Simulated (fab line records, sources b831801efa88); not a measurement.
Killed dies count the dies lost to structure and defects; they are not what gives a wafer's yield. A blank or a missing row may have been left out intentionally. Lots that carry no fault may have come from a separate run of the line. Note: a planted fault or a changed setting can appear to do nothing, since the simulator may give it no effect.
fab line records	flow sky130
record lots=24	wafers=72	last_day=50
route steps=708 shown LI_CONTACT@374 METAL2@499 METAL3@536 VIA3@585 VIA4@642
lots with no fault: from the same line, run without faults
start_h: hours from the record's opening day to when the first of the lot's shown wafers began	wait_h: hours since the lot's step before	" unchanged from the row above	L1.1+2: a row that stands for several wafers	- no value, or no start was given	* or withheld: withheld	< > ~ a bound
route shown NAME@n: names a module that has steps shown in the file, with the first one's number in the route	usual: average and standard deviation across the fault-free wafers	same: alike in all rows	chamber/n: place in a boat	sites: the reading at each site	_std_site: the standard deviation of these	_edge_site: inner sites' mean taken away from outer sites' mean	radius_mm: how far each site lies from the wafer's centre	mask NAME#n: copy n	behind: the most recent tool/chamber to have shaped the wafer	hold: the reason the lot was held/the length of the hold in hours/how it ended	device: names the non-switching transistor (n, p or np)	end of line: at the end of the route, the tests of the same wafers	a step without rows: its recipe alone	killed: the dies lost at the first sort to structure and to defects; this is not the yield of the wafer	map: a wafer's dies, x killed, . not, _ none there
set.NAME: the setting as run; set.NAME@STEP: as run at that earlier step	model.NAME: the simulator's own value behind a step, which no gauge read
one table for each step of the route and one row for each wafer, over a sample of lots
services: from which hour (start_h, from the record's first day; less than 0 if before it) a tool's chamber was out of use, for how many hours, and why
## steps
# step SKY_LI_CONTACT_CD_MEAS_12
# recipe target_cd_nm=170
# usual cd_nm=170.4/1.5
lot.wafer	tool	chamber	start_h	wait_h	cd_nm
L074.1	cd_sem-01	-	672.09	-	169.3
L074.2	"	-	"	"	170.4
L074.6	"	-	"	"	168.3
L075.2	cd_sem-02	-	678.41	-	169.4
L075.4	"	-	"	"	169.6
L075.5	"	-	"	"	169.6
L076.1	cd_sem-01	-	686.51	-	167.9
L076.5	"	-	"	"	168.9
L076.6	"	-	"	"	168.9
L077.2	cd_sem-02	-	695.46	-	169.6
L077.5	"	-	"	"	169.0
L077.6	"	-	"	"	168.3
L078.3	cd_sem-01	-	705.48	-	170.4
L078.4	"	-	"	"	169.1
L078.6	"	-	"	"	169.9
L079.2	cd_sem-02	-	716.16	-	168.7
L079.3	"	-	"	"	169.4
L079.4	"	-	"	"	168.2
L080.2	cd_sem-02	-	718.21	-	170.1
L080.5	"	-	"	"	170.6
L080.6	"	-	"	"	169.7
L081.1	cd_sem-01	-	734.29	-	171.5
L081.2	"	-	"	"	171.0
L081.6	"	-	"	"	170.2
L082.2	cd_sem-01	-	747.78	-	168.5
L082.4	"	-	"	"	169.2
L082.6	"	-	"	"	170.5
L083.2	cd_sem-02	-	752.71	-	170.5
L083.4	"	-	"	"	170.4
L083.6	"	-	"	"	170.7
L084.2	cd_sem-02	-	758.86	-	171.4
L084.4	"	-	"	"	171.6
L084.6	"	-	"	"	171.6
L085.1	cd_sem-02	-	763.91	-	168.6
L085.4	"	-	"	"	169.2
L085.5	"	-	"	"	169.3
L086.1	cd_sem-01	-	775.41	-	174.5
L086.2	"	-	"	"	174.9
L086.4	"	-	"	"	172.9
L087.3	cd_sem-01	-	783.03	-	170.1
L087.4	"	-	"	"	170.8
L087.6	"	-	"	"	170.1
L088.1	cd_sem-01	-	785.21	-	172.1
L088.4	"	-	"	"	170.4
L088.6	"	-	"	"	169.4
L089.1	cd_sem-01	-	799.24	-	172.0
L089.2	"	-	"	"	172.1
L089.4	"	-	"	"	171.0
L090.2	cd_sem-01	-	803.96	-	169.9
L090.5	"	-	"	"	170.7
L090.6	"	-	"	"	169.2
L091.2	cd_sem-01	-	811.83	-	169.2
L091.3	"	-	"	"	168.7
L091.4	"	-	"	"	170.6
L092.1	cd_sem-02	-	814.14	-	172.9
L092.3	"	-	"	"	172.9
L092.4	"	-	"	"	171.1
L094.2	cd_sem-01	-	833.88	-	171.9
L094.4	"	-	"	"	170.5
L094.6	"	-	"	"	169.5
L093.4	cd_sem-01	-	837.55	-	171.3
L093.5	"	-	"	"	171.9
L093.6	"	-	"	"	171.2
L095.3	cd_sem-01	-	838.40	-	169.7
L095.4	"	-	"	"	169.1
L095.5	"	-	"	"	168.6
L096.4	cd_sem-01	-	845.30	-	170.8
L096.5	"	-	"	"	171.2
L096.6	"	-	"	"	171.7
L097.3	cd_sem-01	-	850.50	-	173.5
L097.4	"	-	"	"	173.8
L097.5	"	-	"	"	173.9
# step SKY_METAL2_OVL_MEAS_16
# usual METAL2_OVL=1/5.3
lot.wafer	tool	chamber	start_h	wait_h	METAL2_OVL[nm]
L074.1	overlay-02	-	817.53	0.1	2
L074.2	"	-	"	"	-1
L074.6	"	-	"	"	-2
L075.2	overlay-01	-	821.69	0.1	7
L075.4	"	-	"	"	4
L075.5	"	-	"	"	-4
L076.1	overlay-02	-	830.48	0.1	4
L076.5	"	-	"	"	8
L076.6	"	-	"	"	8
L077.2	overlay-02	-	837.84	0.1	-1
L077.5	"	-	"	"	-5
L077.6	"	-	"	"	-2
L078.3	overlay-01	-	847.71	0.1	2
L078.4	"	-	"	"	-13
L078.6	"	-	"	"	-2
L079.2	overlay-02	-	859.09	0.1	-11
L079.3	"	-	"	"	1
L079.4	"	-	"	"	-5
L080.2	overlay-02	-	860.27	0.1	-11
L080.5	"	-	"	"	-2
L080.6	"	-	"	"	-6
L081.1	overlay-02	-	873.58	0.1	3
L081.2	"	-	"	"	3
L081.6	"	-	"	"	0
L082.2	overlay-01	-	888.02	0.1	7
L082.4	"	-	"	"	9
L082.6	"	-	"	"	3
L083.2	overlay-02	-	891.60	0.1	-13
L083.4	"	-	"	"	-5
L083.6	"	-	"	"	-4
L084.2	overlay-01	-	898.89	0.1	1
L084.4	"	-	"	"	3
L084.6	"	-	"	"	0
L085.1	overlay-01	-	901.68	0.1	2
L085.4	"	-	"	"	-5
L085.5	"	-	"	"	-4
L086.1	overlay-02	-	913.71	0.1	5
L086.2	"	-	"	"	5
L086.4	"	-	"	"	4
L087.3	overlay-02	-	920.39	0.1	7
L087.4	"	-	"	"	5
L087.6	"	-	"	"	4
L088.1	overlay-01	-	922.76	0.1	0
L088.4	"	-	"	"	-7
L088.6	"	-	"	"	-1
L089.1	overlay-01	-	935.89	0.1	6
L089.2	"	-	"	"	0
L089.4	"	-	"	"	4
L090.2	overlay-02	-	940.54	0.1	5
L090.5	"	-	"	"	-7
L090.6	"	-	"	"	-3
L091.2	overlay-02	-	947.74	0.1	-1
L091.3	"	-	"	"	5
L091.4	"	-	"	"	-1
L092.1	overlay-01	-	949.48	0.1	3
L092.3	"	-	"	"	7
L092.4	"	-	"	"	1
L094.2	overlay-01	-	969.04	0.1	10
L094.4	"	-	"	"	9
L094.6	"	-	"	"	11
L093.4	overlay-01	-	971.15	0.1	1
L093.5	"	-	"	"	8
L093.6	"	-	"	"	7
L095.3	overlay-02	-	972.29	0.1	5
L095.4	"	-	"	"	0
L095.5	"	-	"	"	9
L096.4	overlay-02	-	977.98	0.1	5
L096.5	"	-	"	"	3
L096.6	"	-	"	"	-2
L097.3	overlay-02	-	983.02	0.1	0
L097.4	"	-	"	"	-6
L097.5	"	-	"	"	-1
# step SKY_METAL3_SPUTTER_04
# recipe material=TiN	target_thk_nm=70	power_w=6500	time_s=58.3	chamber_pressure_pa=0.4
# usual chamber_pressure_pa=0.4000/0.00082	throttle_valve_pct=30.2/1
lot.wafer	tool	chamber	start_h	wait_h	chamber_pressure_pa	throttle_valve_pct
L074.1	pvd_sputter-02	-	846.68	0.0	0.3996	30.0
L074.2	"	-	"	"	0.3996	29.4
L074.6	"	-	"	"	0.3999	29.5
L075.2	pvd_sputter-04	-	851.15	0.0	0.3999	30.2
L075.4	"	-	"	"	0.4009	31.8
L075.5	"	-	"	"	0.3998	28.7
L076.1	pvd_sputter-04	-	860.17	0.0	0.4003	28.7
L076.5	"	-	"	"	0.3997	28.6
L076.6	"	-	"	"	0.3990	30.2
L077.2	pvd_sputter-01	-	866.59	0.0	0.3993	30.3
L077.5	"	-	"	"	0.3986	30.5
L077.6	"	-	"	"	0.4012	29.3
L078.3	pvd_sputter-01	-	876.52	0.0	0.3998	30.5
L078.4	"	-	"	"	0.4008	30.6
L078.6	"	-	"	"	0.4009	30.4
L079.2	pvd_sputter-01	-	887.44	0.0	0.4007	30.4
L079.3	"	-	"	"	0.4004	30.1
L079.4	"	-	"	"	0.3998	30.3
L080.2	pvd_sputter-01	-	889.60	0.0	0.3983	30.6
L080.5	"	-	"	"	0.3998	29.3
L080.6	"	-	"	"	0.4009	30.2
L081.1	pvd_sputter-02	-	902.27	0.0	0.4004	33.1
L081.2	"	-	"	"	0.4009	29.2
L081.6	"	-	"	"	0.4000	29.4
L082.2	pvd_sputter-04	-	916.77	0.0	0.3985	29.9
L082.4	"	-	"	"	0.4004	28.6
L082.6	"	-	"	"	0.4008	31.7
L083.2	pvd_sputter-01	-	920.04	0.0	0.3993	30.5
L083.4	"	-	"	"	0.3989	29.3
L083.6	"	-	"	"	0.3989	30.0
L084.2	pvd_sputter-01	-	927.20	0.0	0.4009	30.4
L084.4	"	-	"	"	0.3989	30.5
L084.6	"	-	"	"	0.3999	30.6
L085.1	pvd_sputter-01	-	929.95	0.0	0.3999	30.2
L085.4	"	-	"	"	0.4020	30.3
L085.5	"	-	"	"	0.4000	30.1
L086.1	pvd_sputter-01	-	941.24	0.0	0.3988	30.3
L086.2	"	-	"	"	0.3997	29.4
L086.4	"	-	"	"	0.3982	30.4
L087.3	pvd_sputter-04	-	947.89	0.0	0.3994	30.2
L087.4	"	-	"	"	0.3990	28.3
L087.6	"	-	"	"	0.3992	28.3
L088.1	pvd_sputter-04	-	952.29	0.0	0.3991	28.7
L088.4	"	-	"	"	0.4002	31.7
L088.6	"	-	"	"	0.4005	29.8
L089.1	pvd_sputter-02	-	962.78	0.0	0.3988	31.0
L089.2	"	-	"	"	0.4014	29.4
L089.4	"	-	"	"	0.4007	29.9
L090.2	pvd_sputter-04	-	967.25	0.0	0.4007	31.8
L090.5	"	-	"	"	0.3981	28.4
L090.6	"	-	"	"	0.4006	31.6
L091.2	pvd_sputter-04	-	974.74	0.0	0.4001	31.7
L091.3	"	-	"	"	0.4008	28.4
L091.4	"	-	"	"	0.4012	30.1
L092.1	pvd_sputter-04	-	977.86	0.0	0.3993	28.6
L092.3	"	-	"	"	0.3987	30.2
L092.4	"	-	"	"	0.4001	31.6
L094.2	pvd_sputter-04	-	995.53	0.0	0.4001	30.1
L094.4	"	-	"	"	0.3999	29.8
L094.6	"	-	"	"	0.3996	31.7
L093.4	pvd_sputter-04	-	997.72	0.0	0.3997	31.6
L093.5	"	-	"	"	0.3994	29.7
L093.6	"	-	"	"	0.4008	30.1
L095.3	pvd_sputter-01	-	998.99	0.0	0.4017	29.6
L095.4	"	-	"	"	0.3993	30.7
L095.5	"	-	"	"	0.4004	29.2
L096.4	pvd_sputter-04	-	1004.51	0.0	0.4005	30.0
L096.5	"	-	"	"	0.4003	28.1
L096.6	"	-	"	"	0.4006	31.9
L097.3	pvd_sputter-01	-	1009.98	0.0	0.3996	30.5
L097.4	"	-	"	"	0.3999	29.1
L097.5	"	-	"	"	0.3999	30.2
# step SKY_VIA3_CD_MEAS_12
# recipe target_cd_nm=200
# usual cd_nm=200.0/1.6
lot.wafer	tool	chamber	start_h	wait_h	cd_nm
L074.1	cd_sem-01	-	925.92	-	201.6
L074.2	"	-	"	"	201.3
L074.6	"	-	"	"	202.1
L075.2	cd_sem-01	-	929.36	-	197.5
L075.4	"	-	"	"	197.5
L075.5	"	-	"	"	198.7
L076.1	cd_sem-02	-	937.82	-	201.5
L076.5	"	-	"	"	202.5
L076.6	"	-	"	"	199.8
L077.2	cd_sem-02	-	944.58	-	200.7
L077.5	"	-	"	"	200.6
L077.6	"	-	"	"	201.8
L078.3	cd_sem-02	-	953.08	-	198.1
L078.4	"	-	"	"	199.0
L078.6	"	-	"	"	199.1
L079.2	cd_sem-01	-	963.88	-	199.0
L079.3	"	-	"	"	198.1
L079.4	"	-	"	"	198.3
L080.2	cd_sem-02	-	967.11	-	200.7
L080.5	"	-	"	"	199.4
L080.6	"	-	"	"	200.9
L081.1	cd_sem-02	-	977.91	-	199.6
L081.2	"	-	"	"	200.8
L081.6	"	-	"	"	201.4
L082.2	cd_sem-02	-	990.53	-	200.0
L082.4	"	-	"	"	200.6
L082.6	"	-	"	"	199.0
L083.2	cd_sem-01	-	995.46	-	198.0
L083.4	"	-	"	"	197.7
L083.6	"	-	"	"	196.6
L084.2	cd_sem-02	-	999.49	-	204.2
L084.4	"	-	"	"	204.2
L084.6	"	-	"	"	203.6
L085.1	cd_sem-01	-	1003.01	-	197.5
L085.4	"	-	"	"	197.6
L085.5	"	-	"	"	197.9
L086.1	cd_sem-01	-	1014.26	-	200.1
L086.2	"	-	"	"	201.3
L086.4	"	-	"	"	200.8
L087.3	cd_sem-02	-	1021.16	-	199.7
L087.4	"	-	"	"	199.5
L087.6	"	-	"	"	200.3
L088.1	cd_sem-01	-	1023.69	-	200.2
L088.4	"	-	"	"	202.4
L088.6	"	-	"	"	199.6
L089.1	cd_sem-02	-	1034.51	-	197.8
L089.2	"	-	"	"	197.4
L089.4	"	-	"	"	197.7
L090.2	cd_sem-02	-	1038.05	-	201.2
L090.5	"	-	"	"	200.6
L090.6	"	-	"	"	200.7
L091.2	cd_sem-02	-	1045.46	-	199.8
L091.3	"	-	"	"	197.7
L091.4	"	-	"	"	199.8
L092.1	cd_sem-01	-	1048.31	-	199.6
L092.3	"	-	"	"	201.3
L092.4	"	-	"	"	199.9
L094.2	cd_sem-02	-	1065.79	-	202.4
L094.4	"	-	"	"	199.9
L094.6	"	-	"	"	199.9
L093.4	cd_sem-02	-	1067.35	-	200.2
L093.5	"	-	"	"	199.4
L093.6	"	-	"	"	198.9
L095.3	cd_sem-02	-	1068.21	-	197.9
L095.4	"	-	"	"	197.0
L095.5	"	-	"	"	197.4
L096.4	cd_sem-01	-	1073.77	-	199.2
L096.5	"	-	"	"	200.6
L096.6	"	-	"	"	200.2
L097.3	cd_sem-01	-	1077.73	-	202.1
L097.4	"	-	"	"	200.0
L097.5	"	-	"	"	199.0
# step SKY_VIA3_ETCH_14
# recipe chemistry=N2/H2	target=BARC	ion_energy_ev=200	source_w=500	bias_w=100	pressure_mtorr=30	n2_flow_sccm=100	h2_flow_sccm=200	stop_on=SiO2	time_s=45.9	target_depth_a=600
# usual drypump_motor_current_A=5.8/0.55	n2_flow_sccm=100.0/0.33	oes_product_au=0.855/0.0046	throttle_valve_pct=13.225/0.0086
lot.wafer	tool	chamber	start_h	wait_h	drypump_motor_current_A	n2_flow_sccm	oes_product_au	rf_hours_counter_h	throttle_valve_pct
L074.1	rie_diel-04	2	926.08	0.0	5.2	99.9	0.855	14	13.238
L074.2	"	0	"	"	5.7	100.4	0.848	4	13.226
L074.6	"	1	"	"	5.6	100.0	0.850	-	13.219
L075.2	rie_diel-04	2	929.50	0.0	5.2	99.8	0.862	14	13.228
L075.4	"	1	"	"	5.6	100.2	0.849	14	13.226
L075.5	"	1	"	"	5.6	100.2	0.848	-	13.230
L076.1	rie_diel-01	3	937.98	0.0	5.2	99.8	0.850	12	13.220
L076.5	"	2	"	"	5.2	99.8	0.851	-	13.223
L076.6	"	1	"	"	6.6	99.5	0.860	-	13.229
L077.2	rie_diel-03	0	944.72	0.0	5.3	99.9	0.855	6	13.214
L077.5	"	2	"	"	6.4	100.5	0.851	-	13.216
L077.6	"	3	"	"	6.3	99.7	0.855	-	13.231
L078.3	rie_diel-03	2	953.20	0.0	6.5	99.6	0.864	14	13.219
L078.4	"	2	"	"	6.4	99.4	0.860	-	13.224
L078.6	"	3	"	"	6.3	99.7	0.851	-	13.225
L079.2	rie_diel-03	3	964.02	0.0	6.3	100.0	0.858	19	13.229
L079.3	"	2	"	"	6.4	100.0	0.864	14	13.219
L079.4	"	0	"	"	5.3	99.5	0.852	6	13.223
L080.2	rie_diel-04	3	967.25	0.0	5.1	100.2	0.858	22	13.225
L080.5	"	1	"	"	5.6	99.8	0.857	-	13.239
L080.6	"	0	"	"	5.7	100.1	0.850	-	13.225
L081.1	rie_diel-01	2	978.07	0.0	5.2	100.3	0.859	30	13.224
L081.2	"	0	"	"	5.2	100.4	0.851	30	13.225
L081.6	"	0	"	"	5.2	100.0	0.860	-	13.234
L082.2	rie_diel-01	0	990.67	0.0	5.2	100.0	0.852	30	13.219
L082.4	"	1	"	"	6.6	100.0	0.857	5	13.237
L082.6	"	3	"	"	5.2	99.9	0.854	-	13.223
L083.2	rie_diel-03	2	995.60	0.0	6.4	100.6	0.853	15	13.210
L083.4	"	1	"	"	6.4	100.0	0.849	13	13.212
L083.6	"	3	"	"	6.3	100.6	0.859	-	13.218
L084.2	rie_diel-01	1	999.63	0.0	6.7	100.1	0.855	6	13.218
L084.4	"	3	"	"	5.2	100.6	0.853	14	13.224
L084.6	"	2	"	"	5.2	99.9	0.847	-	13.215
L085.1	rie_diel-04	1	1003.17	0.0	5.7	99.7	0.855	16	13.240
L085.4	"	0	"	"	5.7	100.8	0.855	6	13.205
L085.5	"	2	"	"	5.3	99.8	0.862	-	13.240
L086.1	rie_diel-03	0	1014.42	0.0	5.3	99.9	0.859	8	13.212
L086.2	"	1	"	"	6.4	99.7	0.863	14	13.231
L086.4	"	2	"	"	6.4	99.2	0.855	16	13.219
L087.3	rie_diel-03	2	1021.28	0.0	6.5	100.4	0.861	16	13.214
L087.4	"	1	"	"	6.4	99.4	0.854	14	13.220
L087.6	"	3	"	"	6.3	100.2	0.854	-	13.229
L088.1	rie_diel-01	1	1023.85	0.0	6.6	100.4	0.856	7	13.223
L088.4	"	1	"	"	6.6	100.3	0.861	-	13.226
L088.6	"	3	"	"	5.2	100.4	0.852	-	13.222
L089.1	rie_diel-03	1	1034.67	0.0	6.3	100.0	0.847	15	13.232
L089.2	"	0	"	"	5.3	99.7	0.853	8	13.223
L089.4	"	2	"	"	6.4	99.6	0.854	16	13.204
L090.2	rie_diel-01	0	1038.18	0.0	5.2	100.1	0.866	32	13.230
L090.5	"	0	"	"	5.2	100.0	0.852	-	13.237
L090.6	"	3	"	"	5.2	100.3	0.862	-	13.214
L091.2	rie_diel-04	1	1045.60	0.0	5.6	100.5	0.855	17	13.235
L091.3	"	2	"	"	5.3	100.1	0.857	17	13.232
L091.4	"	1	"	"	5.7	100.5	0.852	-	13.227
L092.1	rie_diel-03	3	1048.47	0.0	6.3	100.1	0.848	22	13.223
L092.3	"	2	"	"	6.5	100.6	0.854	17	13.221
L092.4	"	0	"	"	5.3	100.0	0.855	9	13.215
L094.2	rie_diel-03	0	1065.93	0.0	5.3	99.8	0.855	9	13.212
L094.4	"	1	"	"	6.3	100.0	0.854	16	13.225
L094.6	"	1	"	"	6.3	99.8	0.849	-	13.222
L093.4	rie_diel-04	0	1067.45	0.0	5.7	100.0	0.852	8	13.236
L093.5	"	3	"	"	5.1	99.9	0.856	-	13.230
L093.6	"	2	"	"	5.3	99.6	0.855	-	13.212
L095.3	rie_diel-01	2	1068.33	0.0	5.2	99.7	0.859	1	13.210
L095.4	"	0	"	"	5.2	100.0	0.859	0	13.231
L095.5	"	0	"	"	5.2	99.7	0.855	-	13.226
L096.4	rie_diel-03	2	1073.87	0.0	6.4	100.2	0.858	18	13.227
L096.5	"	3	"	"	6.3	101.0	0.852	-	13.220
L096.6	"	2	"	"	6.4	100.2	0.855	-	13.209
L097.3	rie_diel-03	0	1077.85	0.0	5.3	99.7	0.856	9	13.228
L097.4	"	1	"	"	6.3	99.7	0.859	16	13.230
L097.5	"	3	"	"	6.3	100.6	0.849	-	13.246
# step SKY_VIA4_BOW_MEAS_03
# recipe mode=bow
# usual VIA4_BOW=81/8.4
lot.wafer	tool	chamber	start_h	wait_h	VIA4_BOW[um]
L074.1	film_metro-03	-	977.67	0.2	80
L074.2	"	-	"	"	83
L074.6	"	-	"	"	76
L075.2	film_metro-01	-	980.68	0.2	95
L075.4	"	-	"	"	84
L075.5	"	-	"	"	95
L076.1	film_metro-01	-	989.22	0.1	84
L076.5	"	-	"	"	65
L076.6	"	-	"	"	65
L077.2	film_metro-01	-	996.18	0.1	85
L077.5	"	-	"	"	89
L077.6	"	-	"	"	82
L078.3	film_metro-04	-	1004.15	0.1	83
L078.4	"	-	"	"	93
L078.6	"	-	"	"	80
L079.2	film_metro-04	-	1014.32	0.2	77
L079.3	"	-	"	"	75
L079.4	"	-	"	"	84
L080.2	film_metro-04	-	1018.49	0.2	92
L080.5	"	-	"	"	79
L080.6	"	-	"	"	84
L081.1	film_metro-04	-	1029.25	0.1	94
L081.2	"	-	"	"	88
L081.6	"	-	"	"	92
L082.2	film_metro-03	-	1039.87	0.2	87
L082.4	"	-	"	"	94
L082.6	"	-	"	"	91
L083.2	film_metro-04	-	1045.32	0.1	57
L083.4	"	-	"	"	68
L083.6	"	-	"	"	80
L084.2	film_metro-01	-	1048.56	0.1	81
L084.4	"	-	"	"	80
L084.6	"	-	"	"	86
L085.1	film_metro-04	-	1051.20	0.1	69
L085.4	"	-	"	"	82
L085.5	"	-	"	"	69
L086.1	film_metro-01	-	1062.82	0.2	79
L086.2	"	-	"	"	76
L086.4	"	-	"	"	71
L087.3	film_metro-03	-	1069.48	0.1	87
L087.4	"	-	"	"	61
L087.6	"	-	"	"	67
L088.1	film_metro-01	-	1072.28	0.2	78
L088.4	"	-	"	"	81
L088.6	"	-	"	"	94
L089.1	film_metro-03	-	1080.39	0.1	101
L089.2	"	-	"	"	83
L089.4	"	-	"	"	98
L090.2	film_metro-03	-	1085.72	0.2	85
L090.5	"	-	"	"	79
L090.6	"	-	"	"	84
L091.2	film_metro-04	-	1092.45	0.1	81
L091.3	"	-	"	"	83
L091.4	"	-	"	"	97
L092.1	film_metro-03	-	1094.46	0.1	87
L092.3	"	-	"	"	80
L092.4	"	-	"	"	77
L094.2	film_metro-04	-	1110.83	0.2	78
L094.4	"	-	"	"	77
L094.6	"	-	"	"	78
L093.4	film_metro-04	-	1111.45	0.2	87
L093.5	"	-	"	"	87
L093.6	"	-	"	"	77
L095.3	film_metro-03	-	1112.90	0.3	85
L095.4	"	-	"	"	79
L095.5	"	-	"	"	73
L096.4	film_metro-01	-	1118.17	0.2	78
L096.5	"	-	"	"	87
L096.6	"	-	"	"	83
L097.3	film_metro-04	-	1122.10	0.2	79
L097.4	"	-	"	"	76
L097.5	"	-	"	"	79
## services
tool	chamber	start_h	hours	kind
rie_diel-04	3	830.35	4.9	repair
rie_diel-03	0	852.65	8.7	repair
rie_diel-01	2	859.01	1.7	repair
pvd_sputter-04	-	862.61	43.5	repair
rie_diel-03	0	886.30	2.8	repair
rie_diel-04	-	899.83	0.1	repair
pvd_sputter-01	1	899.84	-	consumable_replace:kit
rie_diel-01	3	901.56	15.3	repair
rie_diel-03	-	907.49	4.7	repair
rie_diel-01	0	924.03	25.8	repair
rie_diel-01	1	924.27	1.3	repair
rie_diel-01	2	942.74	4.6	repair
pvd_sputter-02	-	945.60	2.5	repair
rie_diel-03	0	952.73	5.5	repair
pvd_sputter-02	-	956.78	1.8	repair
rie_diel-01	0	966.26	1.9	repair
pvd_sputter-02	-	971.94	0.6	repair
rie_diel-01	1	977.61	3.3	repair
rie_diel-04	2	980.51	1.4	repair
pvd_sputter-04	2	982.05	-	consumable_replace:kit
pvd_sputter-04	2	982.05	18.0	scheduled_down
pvd_sputter-04	2	982.05	18.0	vent_cycle
pvd_sputter-02	-	1018.62	7.8	repair
rie_diel-04	3	1045.28	8.9	repair
## key
fault none
